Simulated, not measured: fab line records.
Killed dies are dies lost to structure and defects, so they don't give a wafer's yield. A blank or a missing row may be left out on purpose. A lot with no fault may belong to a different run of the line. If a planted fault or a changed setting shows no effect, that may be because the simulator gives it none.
fab line records	flow sky130
record: lots: 6	wafers: 17	lastDay: 50
route steps=708 shown FIELD_ISO@3 PAD_OPEN@708
lots that met no fault: from a run of the same line without faults
startH: start of the lot's first displayed wafer, in hours after the record's first day	waitH: time in hours since the lot's previous step	" as in the row above	L1.1+2: one row covering several wafers at once	- no value, or no start was given	* or withheld: withheld	< > ~ a bound
route shown NAME@n: names a module that has steps shown in the file, with the first one's number in the route	usual: mean/standard deviation taken from wafers without a fault	same: alike in all rows	chamber/n: place in a boat	sites: per-site readings	_std_site: standard deviation across them	_edge_site: mean of outer sites minus mean of inner sites	radiusMm: for every site, how far away it sits from the centre of the wafer	mask NAME#n: copy n	behind: tool/chamber where the wafer was last shaped	hold: why the lot went on hold/how many hours it stayed there/how the hold came to an end	device: transistor that didn't switch, given as n, p or np	end of line: the same wafers' tests at the end of the route	a step without rows: its recipe alone	killed: count of dies lost to structure and defects at first sort (not the wafer's yield)	map: the dies of a wafer, with x for killed, . for not killed, _ for no die there
set.NAME: the setting that was run; set.NAME@STEP: the one run at that earlier step	model.NAME: the simulator's own value behind a step, which no gauge read
certain route steps with their lots: each step a table, each wafer a row
services: a tool's chamber out of use, with start hour (startH, from the record's first day; less than 0 if before it), hours out, and reason
== steps ==
step: SKY_FIELD_ISO_THK_MEAS_02
recipe: reads: SiO2_of_FIELD_ISO_OXIDATION_01
usual: FIELD_ISO_OXIDATION_00_THK: 12.06/0.19
lot.wafer	tool	chamber	startH	waitH	FIELD_ISO_OXIDATION_00_THK[nm]
L861.2	filmMetro-04	-	16.95	0.0	11.88
L861.5	"	-	"	"	11.87
L861.6	"	-	"	"	11.97
L863.1	filmMetro-01	-	27.52	0.0	11.74
L863.4	"	-	"	"	11.96
L863.6	"	-	"	"	11.88
L872.1	filmMetro-02	-	71.63	0.0	12.13
L872.2	"	-	"	"	12.18
L872.5	"	-	"	"	12.19
L875.1	filmMetro-01	-	88.76	0.0	12.17
L875.2	"	-	"	"	11.96
L879.2	filmMetro-02	-	106.86	0.0	11.92
L879.3	"	-	"	"	11.80
L879.5	"	-	"	"	11.77
L881.1	filmMetro-01	-	119.70	0.0	12.02
L881.3	"	-	"	"	12.10
L881.6	"	-	"	"	12.05
step: SKY_FIELD_ISO_CVD_03
recipe: material: Si3N4	precursor: DCS/NH3	targetThkNm: 165	tempC: 770	timeS: 2830	pressureMtorr: 250
step: SKY_FIELD_ISO_THK_MEAS_04
recipe: reads: Si3N4_of_FIELD_ISO_CVD_03
usual: FIELD_ISO_CVD_03_THK: 165.2/1.4
lot.wafer	tool	chamber	startH	waitH	FIELD_ISO_CVD_03_THK[nm]
L861.2	filmMetro-04	-	18.80	0.0	165.0
L861.5	"	-	"	"	164.7
L861.6	"	-	"	"	166.2
L863.1	filmMetro-04	-	31.52	0.0	163.7
L863.4	"	-	"	"	164.5
L863.6	"	-	"	"	163.8
L872.1	filmMetro-01	-	73.48	0.0	167.2
L872.2	"	-	"	"	164.3
L872.5	"	-	"	"	164.4
L875.1	filmMetro-02	-	91.05	0.0	164.3
L875.2	"	-	"	"	165.5
L879.2	filmMetro-02	-	109.36	0.0	164.3
L879.3	"	-	"	"	163.5
L879.5	"	-	"	"	165.0
L881.1	filmMetro-02	-	121.55	0.0	165.6
L881.3	"	-	"	"	166.7
L881.6	"	-	"	"	165.4
step: SKY_FIELD_ISO_DEHYDRATE_05
recipe: tempC: 200	timeS: 60
step: SKY_FIELD_ISO_HMDS_06
recipe: primeTimeS: 60	primeTempC: 120
step: SKY_FIELD_ISO_COAT_07
recipe: resist: BARC	tempC: withheld	timeS: withheld	spinRpm: 3000	resistThkNm: 60
step: SKY_FIELD_ISO_COAT_08
recipe: resist: KrF-thick	spinRpm: 3000	resistThkNm: 450
step: SKY_FIELD_ISO_SOFTBAKE_09
recipe: tempC: 100	timeS: 90	resist: KrF-thick
step: SKY_FIELD_ISO_EXPOSE_10
recipe: maskId: FOM	na: 0.68	sourceShape: annular	sigmaInner: 0.4	sigmaOuter: 0.8	targetCdNm: 150	doseMj: 28
step: SKY_FIELD_ISO_PEB_11
recipe: pebTempC: withheld	pebTimeS: withheld	resist: KrF-thick
step: SKY_FIELD_ISO_DEVELOP_12
recipe: developTimeS: 60	resist: KrF-thick	devTempC: 21
step: SKY_FIELD_ISO_CD_MEAS_13
recipe: targetCdNm: 150
usual: cdNm: 150.4/1.3
lot.wafer	tool	chamber	startH	waitH	cdNm
L861.2	cdSem-02	-	33.90	-	148.7
L861.5	"	-	"	"	150.1
L861.6	"	-	"	"	149.9
L863.1	cdSem-01	-	46.95	-	149.2
L863.4	"	-	"	"	149.0
L863.6	"	-	"	"	147.8
L872.1	cdSem-02	-	90.73	-	150.2
L872.2	"	-	"	"	148.7
L872.5	"	-	"	"	151.6
L875.1	cdSem-01	-	108.90	-	153.8
L875.2	"	-	"	"	153.3
L879.2	cdSem-02	-	127.90	-	149.6
L879.3	"	-	"	"	149.3
L879.5	"	-	"	"	151.0
L881.1	cdSem-02	-	139.05	-	147.7
L881.3	"	-	"	"	148.7
L881.6	"	-	"	"	149.1
step: SKY_FIELD_ISO_ETCH_14
recipe: chemistry: N2/H2	target: BARC	ionEnergyEv: 200	sourceW: 500	biasW: 100	pressureMtorr: 30	n2FlowSccm: 100	h2FlowSccm: 200	stopOn: SiO2	timeS: 45.9	targetDepthA: 600
usual: drypumpMotorCurrentA: 5.8/0.41	oesProductAu: 0.854/0.0045	runLengthS: 74.1/0.54	throttleValvePct: 13.224/0.0082
lot.wafer	tool	chamber	startH	waitH	drypumpMotorCurrentA	oesProductAu	rfHoursCounterH	runLengthS	throttleValvePct	model.KrF-thick_of_FIELD_ISO_COAT_08.thkNm	model.FIELD_ISO.cdNm
L861.2	rieDiel-02	0	34.00	0.1	5.7	0.856	4	73.7	13.230	392	148.2
L861.5	"	1	"	"	5.4	0.850	-	74.0	13.236	392.8	149.4
L861.6	"	2	"	"	5.7	0.862	-	74.7	13.253	391.4	149.3
L863.1	rieDiel-03	1	47.07	0.1	5.3	0.861	8	73.7	13.228	393.5	148
L863.4	"	2	"	"	6.0	0.856	42	73.5	13.230	392.9	148.2
L863.6	"	2	"	"	6.0	0.856	-	73.4	13.224	391.6	147
L872.1	rieDiel-02	1	90.85	0.1	5.5	0.862	65	74.6	13.211	392.3	150.1
L872.2	"	2	"	"	5.7	0.657	146	107.3	13.210	364.4	142.1
L872.5	"	1	"	"	5.5	0.853	-	74.1	13.202	392.8	151.6
L875.1	rieDiel-02	0	109.02	0.1	5.6	0.853	6	73.9	13.226	392.7	153.7
L875.2	"	1	"	"	5.5	0.661	65	106.3	13.212	364.6	147.5
L879.2	rieDiel-03	2	128.00	0.1	6.0	0.852	44	73.2	13.225	390.8	149.3
L879.3	"	0	"	"	6.6	0.849	9	74.3	13.209	390.3	149
L879.5	"	0	"	"	6.6	0.859	-	74.3	13.233	391.2	150.3
L881.1	rieDiel-03	2	139.17	0.1	6.0	0.853	44	73.5	13.202	390.9	147.7
L881.3	"	3	"	"	5.7	0.851	1	73.5	13.222	392.6	148.8
L881.6	"	3	"	"	5.7	0.850	-	74.0	13.204	391.7	149.3
step: SKY_FIELD_ISO_ETCH_15
recipe: chemistry: CHF3/O2	targetDepthNm: 180	stopOn: Si	sourceW: 600	biasW: 200	pressureMtorr: 40	chf3FlowSccm: 50	O2_flow_sccm: 5	timeS: 72
usual: drypumpMotorCurrentA: 5.8/0.41	oesProductAu: 0.947/0.006	runLengthS: 100.2/0.53	throttleValvePct: 8.844/0.0091
lot.wafer	tool	chamber	startH	waitH	drypumpMotorCurrentA	oesProductAu	rfHoursCounterH	runLengthS	throttleValvePct	model.KrF-thick_of_FIELD_ISO_COAT_08.thkNm
L861.2	rieDiel-02	0	34.05	0.0	5.7	0.953	4	99.6	8.848	233.3
L861.5	"	1	"	"	5.4	0.945	-	100.2	8.856	239.5
L861.6	"	2	"	"	5.7	0.951	-	100.9	8.843	235.9
L863.1	rieDiel-03	1	47.11	0.0	5.3	0.939	8	100.2	8.839	240.5
L863.4	"	2	"	"	6.0	0.940	42	99.3	8.843	236.8
L863.6	"	2	"	"	6.0	0.941	-	99.3	8.847	235.7
L872.1	rieDiel-02	1	90.90	0.0	5.5	0.949	65	100.1	8.835	238.6
L872.2	"	2	"	"	5.7	0.945	146	100.7	8.845	209.7
L872.5	"	1	"	"	5.5	0.943	-	100.5	8.846	239.9
L875.1	rieDiel-02	0	109.06	0.0	5.6	0.944	6	99.7	8.844	232.9
L875.2	"	1	"	"	5.4	0.944	65	100.2	8.853	209.5
L879.2	rieDiel-03	2	128.05	0.0	6.0	0.938	44	99.6	8.855	231.9
L879.3	"	0	"	"	6.6	0.938	9	100.8	8.838	232.8
L879.5	"	0	"	"	6.6	0.938	-	100.3	8.844	235.2
L881.1	rieDiel-03	2	139.21	0.0	6.0	0.939	44	99.7	8.845	235.3
L881.3	"	3	"	"	5.7	0.950	1	99.6	8.864	239.9
L881.6	"	3	"	"	5.7	0.950	-	100.2	8.846	239.4
step: SKY_FIELD_ISO_STRIP_16
recipe: chemistry: O2/N2	powerW: 1400	pressureMtorr: 1500	platenTempC: withheld	o2FlowSccm: 3000	n2FlowSccm: 300	overashFraction: 0.5
usual: drypumpMotorCurrentA: 5.6/0.51	oesProductAu: 0.378/0.0045	stripTimeToEndpointS: 3.556/0.027
lot.wafer	tool	chamber	startH	waitH	drypumpMotorCurrentA	oesProductAu	rfHoursCounterH	stripTimeToEndpointS
L861.2	plasmaAsher-02	1	34.10	0.0	5.8	0.372	36	3.513
L861.5	"	1	"	"	5.8	0.378	-	3.595
L861.6	"	0	"	"	5.1	0.376	-	3.543
L863.1	plasmaAsher-02	0	47.17	0.0	5.1	0.386	37	3.601
L863.4	"	0	"	"	5.1	0.379	-	3.551
L863.6	"	1	"	"	5.8	0.381	-	3.552
L872.1	plasmaAsher-01	0	90.95	0.0	5.0	0.377	41	3.570
L872.2	"	1	"	"	6.3	0.367	41	3.263
L872.5	"	0	"	"	5.0	0.378	-	3.581
L875.1	plasmaAsher-01	0	109.11	0.0	4.9	0.379	43	3.517
L875.2	"	1	"	"	6.3	0.365	43	3.277
L879.2	plasmaAsher-03	1	128.10	0.0	5.8	0.372	45	3.484
L879.3	"	1	"	"	5.8	0.380	-	3.498
L879.5	"	1	"	"	5.8	0.372	-	3.535
L881.1	plasmaAsher-03	1	139.27	0.0	5.8	0.383	46	3.524
L881.3	"	0	"	"	5.6	0.380	-	3.598
L881.6	"	0	"	"	5.6	0.377	-	3.593
step: SKY_FIELD_ISO_ETCH_17
recipe: targetDepthA: 3420	maskMaterial: Si3N4	chemistry: HBr/Cl2/O2	target: Si	taperDeg: 5	icpW: 600	biasW: 150	pressureMtorr: 15	HBr_flow_sccm: 150	Cl2_flow_sccm: 40	O2_flow_sccm: 6	timeS: 97.7
usual: drypumpMotorCurrentA: 5.99/0.21	oesProductAu: 1.000/0.0086	runLengthS: 125.9/0.47	throttleValvePct: 25.656/0.011
lot.wafer	tool	chamber	startH	waitH	drypumpMotorCurrentA	oesProductAu	rfHoursCounterH	runLengthS	throttleValvePct	model.FIELD_ISO.cdNm
L861.2	rieSi-02	3	34.20	0.1	5.69	1.012	136	125.9	25.649	148.8
L861.5	"	2	"	"	6.17	0.998	-	125.0	25.667	148.6
L861.6	"	3	"	"	5.72	1.002	-	125.9	25.641	149.3
L863.1	rieSi-01	0	47.27	0.1	5.98	0.995	97	126.2	25.644	148.8
L863.4	"	1	"	"	6.28	0.995	1	126.6	25.664	149.3
L863.6	"	0	"	"	5.97	1.001	-	126.2	25.661	147.4
L872.1	rieSi-02	0	91.05	0.1	6.02	1.005	4	126.1	25.641	149.6
L872.2	"	2	"	"	6.15	1.001	98	125.7	25.668	142.8
L872.5	"	0	"	"	6.03	1.000	-	125.9	25.652	152
L875.1	rieSi-01	3	109.21	0.1	5.69	0.987	54	125.7	25.649	154.6
L875.2	"	1	"	"	6.27	0.991	1	126.7	25.673	146.6
L879.2	rieSi-02	1	128.20	0.1	5.83	0.992	0	126.1	25.662	150.3
L879.3	"	3	"	"	5.72	1.012	136	125.9	25.655	150
L879.5	"	1	"	"	5.79	1.000	-	126.3	25.668	151.1
L881.1	rieSi-01	3	139.37	0.1	5.70	1.004	54	125.7	25.658	147.7
L881.3	"	0	"	"	5.99	1.000	98	125.8	25.659	148.4
L881.6	"	3	"	"	5.68	0.996	-	125.7	25.669	148.2
step: SKY_FIELD_ISO_WET_ETCH_18
recipe: chemistry: H3PO4	targetDepthNm: 25	tempC: 160	target: Si3N4	timeS: 286
step: SKY_PAD_OPEN_PROBE_99
usual: killed_at_M0_to_M3: 43/7	killed_at_M4_up: 3.4/1.9	killedAtContacts: 24/5.4	killedAtFrontEnd: 15/4.4	killedAtOther: 0.4/0.63	killedDies: 86/9.1	killedOnRim: 16/3.5	killedOpen: 46/6.6	killedShort: 39/6.6
same: grossDies: 492	killedAtBackSide: 0
lot.wafer	tool	chamber	startH	waitH	killed_at_M0_to_M3	killed_at_M4_up	killedAtContacts	killedAtFrontEnd	killedAtOther	killedDies	killedOnRim	killedOpen	killedShort	model.etest.resPdiff.lineOhmUm	model.etest.resNdiff.lineOhmUm	model.etest.resPdiff.widthNm	model.etest.resNdiff.widthNm
L861.2	prober-02	-	1078.20	0.1	32	1	31	15	0	79	15	44	34	1368	767.3	143.4	155.5
L861.5	prober-02	-	1078.35	0.2	54	2	23	11	1	91	21	50	41	1378	779.8	142.6	155.4
L861.6	prober-02	-	1078.40	0.2	50	3	16	10	1	80	14	41	39	1363	762.6	143.8	156.8
L863.1	prober-01	-	1114.86	0.1	43	4	30	16	1	94	14	54	40	1397	751.4	142.9	156
L863.4	prober-01	-	1115.01	0.2	49	3	20	18	0	90	14	49	40	1387	763.9	144.4	156.9
L863.6	prober-01	-	1115.11	0.2	42	6	23	11	0	82	15	37	44	1410	764.9	141.9	155.4
L872.1	prober-01	-	1143.02	0.1	37	5	23	18	0	83	18	45	38	1353	765.8	143.7	157.6
L872.2	prober-01	-	1143.07	0.1	35	5	20	17	1	78	17	34	44	1397	807.2	138	149.3
L872.5	prober-01	-	1143.22	0.2	42	2	19	16	0	79	14	35	44	1315	755.4	146	159.1
L875.1	prober-02	-	1163.35	0.1	49	5	23	19	0	96	17	49	47	1320	739	149.1	161.5
L875.2	prober-02	-	1163.40	0.1	45	1	30	13	4	93	18	47	42	1390	792.5	140.7	154.2
L879.2	prober-01	-	1187.29	0.1	44	1	27	13	0	85	15	59	25	1395	763.8	144.4	157.4
L879.3	prober-01	-	1187.34	0.2	53	1	14	18	0	86	15	49	36	1373	760.8	144.4	157.4
L879.5	prober-01	-	1187.44	0.2	51	3	29	14	0	97	21	53	41	1388	772.5	145.1	157.6
L881.1	prober-02	-	1188.25	0.1	45	4	21	22	0	92	22	46	46	1397	788.1	141.4	154.1
L881.3	prober-02	-	1188.35	0.2	35	1	34	25	1	96	19	52	44	1390	779.3	142.3	155.6
L881.6	prober-02	-	1188.50	0.2	40	2	22	14	0	78	13	41	37	1371	769.1	142.3	155.3
killed by level:class
L861.2 CONTACT:geometricParticle:open=11 LI_CONTACT:geometricParticle:open=7 FIELD_ISO:geometricParticle:open=6 VIA1:geometricParticle:open=6 VIA2:geometricParticle:open=6 CONTACT:geometricParticle:short=5 VIA3:geometricParticle:open=5 POLY_GATE:geometricParticle:short=4
L861.5 VIA1:geometricParticle:open=14 CONTACT:geometricParticle:open=10 METAL1:geometricParticle:short=7 METAL2:geometricParticle:short=7 VIA3:geometricParticle:open=6 LI_CONTACT:geometricParticle:open=5 VIA2:geometricParticle:open=5 VIA3:geometricParticle:short=5
L861.6 VIA1:geometricParticle:open=15 METAL1:geometricParticle:short=9 CONTACT:geometricParticle:open=7 VIA3:geometricParticle:short=5 LI_CONTACT:geometricParticle:open=4 VIA1:geometricParticle:short=4 VIA2:geometricParticle:open=4 METAL3:geometricParticle:short=4
L863.1 CONTACT:geometricParticle:open=17 VIA1:geometricParticle:open=9 METAL1:geometricParticle:short=6 FIELD_ISO:geometricParticle:open=5 LI_CONTACT:geometricParticle:open=5 CONTACT:geometricParticle:short=5 METAL2:geometricParticle:short=5 VIA3:geometricParticle:open=5
L863.4 CONTACT:geometricParticle:open=9 VIA3:geometricParticle:open=8 VIA1:geometricParticle:open=7 VIA2:geometricParticle:open=7 VIA1:geometricParticle:short=6 FIELD_ISO:geometricParticle:open=5 METAL1:geometricParticle:short=5 LI_CONTACT:geometricParticle:open=4
L863.6 METAL1:geometricParticle:short=10 CONTACT:geometricParticle:open=8 CONTACT:geometricParticle:short=7 VIA3:geometricParticle:open=6 VIA2:geometricParticle:open=5 VIA2:geometricParticle:short=5 FIELD_ISO:geometricParticle:short=4 LI_CONTACT:geometricParticle:short=4
L872.1 VIA1:geometricParticle:open=13 CONTACT:geometricParticle:open=8 POLY_GATE:geometricParticle:short=5 LOCAL_INTERCONNECT:geometricParticle:short=5 CONTACT:geometricParticle:short=5 METAL1:geometricParticle:short=5 FIELD_ISO:geometricParticle:open=4 VIA3:geometricParticle:open=4
L872.2 FIELD_ISO:geometricParticle:short=8 VIA1:geometricParticle:open=8 VIA1:geometricParticle:short=7 VIA2:geometricParticle:open=6 LI_CONTACT:geometricParticle:open=6 CONTACT:geometricParticle:open=5 LI_CONTACT:geometricParticle:short=4 METAL1:geometricParticle:short=4
L872.5 VIA3:geometricParticle:open=10 METAL2:geometricParticle:short=8 CONTACT:geometricParticle:open=7 METAL1:geometricParticle:short=7 POLY_GATE:geometricParticle:short=5 CONTACT:geometricParticle:short=5 VIA1:geometricParticle:open=5 FIELD_ISO:geometricParticle:short=4
L875.1 VIA1:geometricParticle:open=13 CONTACT:geometricParticle:open=7 VIA2:geometricParticle:open=7 FIELD_ISO:geometricParticle:short=6 LOCAL_INTERCONNECT:geometricParticle:short=6 METAL1:geometricParticle:short=6 METAL2:geometricParticle:short=5 METAL3:geometricParticle:short=5
L875.2 LI_CONTACT:geometricParticle:open=13 VIA1:geometricParticle:open=10 VIA1:geometricParticle:short=6 CONTACT:geometricParticle:open=6 VIA2:geometricParticle:open=6 CONTACT:geometricParticle:short=5 METAL2:geometricParticle:short=5 METAL1:geometricParticle:short=5
L879.2 VIA1:geometricParticle:open=13 LI_CONTACT:geometricParticle:open=12 CONTACT:geometricParticle:open=9 VIA3:geometricParticle:open=8 METAL2:geometricParticle:short=5 VIA2:geometricParticle:open=5 FIELD_ISO:geometricParticle:open=4 VIA3:geometricParticle:short=3
L879.3 VIA3:geometricParticle:open=9 VIA1:geometricParticle:open=8 VIA2:geometricParticle:open=8 METAL1:geometricParticle:short=7 CONTACT:geometricParticle:open=7 FIELD_ISO:geometricParticle:open=6 METAL3:geometricParticle:short=5 METAL2:geometricParticle:short=5
L879.5 CONTACT:geometricParticle:open=13 VIA2:geometricParticle:open=10 VIA1:geometricParticle:open=10 METAL1:geometricParticle:short=8 VIA3:geometricParticle:open=8 LI_CONTACT:geometricParticle:open=5 CONTACT:geometricParticle:short=5 VIA1:geometricParticle:short=5
L881.1 VIA1:geometricParticle:open=14 FIELD_ISO:geometricParticle:short=7 POLY_GATE:geometricParticle:short=6 LI_CONTACT:geometricParticle:short=6 VIA1:geometricParticle:short=6 VIA2:geometricParticle:open=6 VIA3:geometricParticle:open=6 CONTACT:geometricParticle:short=5
L881.3 CONTACT:geometricParticle:open=12 FIELD_ISO:geometricParticle:open=10 VIA1:geometricParticle:open=8 FIELD_ISO:geometricParticle:short=7 METAL1:geometricParticle:short=7 LI_CONTACT:geometricParticle:open=6 CONTACT:geometricParticle:short=6 LOCAL_INTERCONNECT:geometricParticle:short=5
L881.6 CONTACT:geometricParticle:open=9 VIA2:geometricParticle:open=8 VIA1:geometricParticle:open=7 METAL1:geometricParticle:short=6 LI_CONTACT:geometricParticle:open=5 POLY_GATE:geometricParticle:short=4 METAL2:geometricParticle:short=4 VIA3:geometricParticle:open=4
== services ==
tool	chamber	startH	hours	kind
plasmaAsher-02	-	23.45	2.3	repair
plasmaAsher-03	-	24.28	2.8	pm
plasmaAsher-03	-	29.20	2.8	repair
rieSi-01	3	40.18	4.4	repair
rieDiel-03	0	55.70	5.3	repair
rieDiel-03	3	69.11	-	clean
rieDiel-03	3	69.11	23.9	scheduledDown
rieDiel-03	3	69.11	23.9	ventCycle
rieSi-02	1	80.44	-	clean
rieSi-02	1	80.44	32.9	scheduledDown
rieSi-02	1	80.44	32.9	ventCycle
rieSi-02	-	105.07	15.6	pm
plasmaAsher-02	-	108.75	9.0	pm
plasmaAsher-02	0	108.75	9.0	ventCycle
plasmaAsher-02	1	108.75	9.0	ventCycle
rieSi-01	1	112.92	15.6	repair
plasmaAsher-03	-	116.93	2.6	repair
plasmaAsher-02	0	117.75	-	clean
plasmaAsher-02	1	117.75	-	clean
rieDiel-02	1	121.26	2.9	repair
rieSi-02	1	132.12	7.3	repair
rieSi-02	3	134.97	15.1	repair
== key ==
firstSign: step: SKY_FIELD_ISO_ETCH_14	reading: runLengthS	direction: up	sigmas: 60	usual: *	struck: *
effect: step: SKY_FIELD_ISO_ETCH_14	reading: oesProductAu	direction: down	sigmas: 44	usual: 0.854	struck: 0.659
effect: step: SKY_FIELD_ISO_STRIP_16	reading: stripTimeToEndpointS	direction: down	sigmas: 11	usual: *	struck: *
modelEffect: step: SKY_FIELD_ISO_ETCH_14	value: KrF-thick_of_FIELD_ISO_COAT_08.thkNm	without: 394.2	struck: 364.5
modelEffect: step: SKY_FIELD_ISO_ETCH_15	value: KrF-thick_of_FIELD_ISO_COAT_08.thkNm	without: 239.3	struck: 209.6
modelEffect: step: SKY_FIELD_ISO_ETCH_17	value: FIELD_ISO.cdNm	without: 150.6	struck: 144.7
modelEffect: step: SKY_PAD_OPEN_PROBE_99	value: etest.resPdiff.lineOhmUm	without: 1336	struck: 1394
metAt SKY_FIELD_ISO_ETCH_14
struckWafers L872.2,L875.2
testerLeftOut L872,L875
onsetBetween 34.00 90.85
fault: kind: processParameterDrift	tool: rieDiel-02	chamber: -	onsetH: 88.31	steps: SKY_FIELD_ISO_ETCH_14	channel: timeS	offset: *	shape: step	endH: 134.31	scope: struckWafersOnly	actsIn: *	stated: *
testerLeftOut: of these lots the tester's yield and bins aren't shown, on N5 and GAA mostly nor the transistor test; their killed dies are dies lost to structure and defects alone, not to doping, threshold or leakage, so they don't give the yield
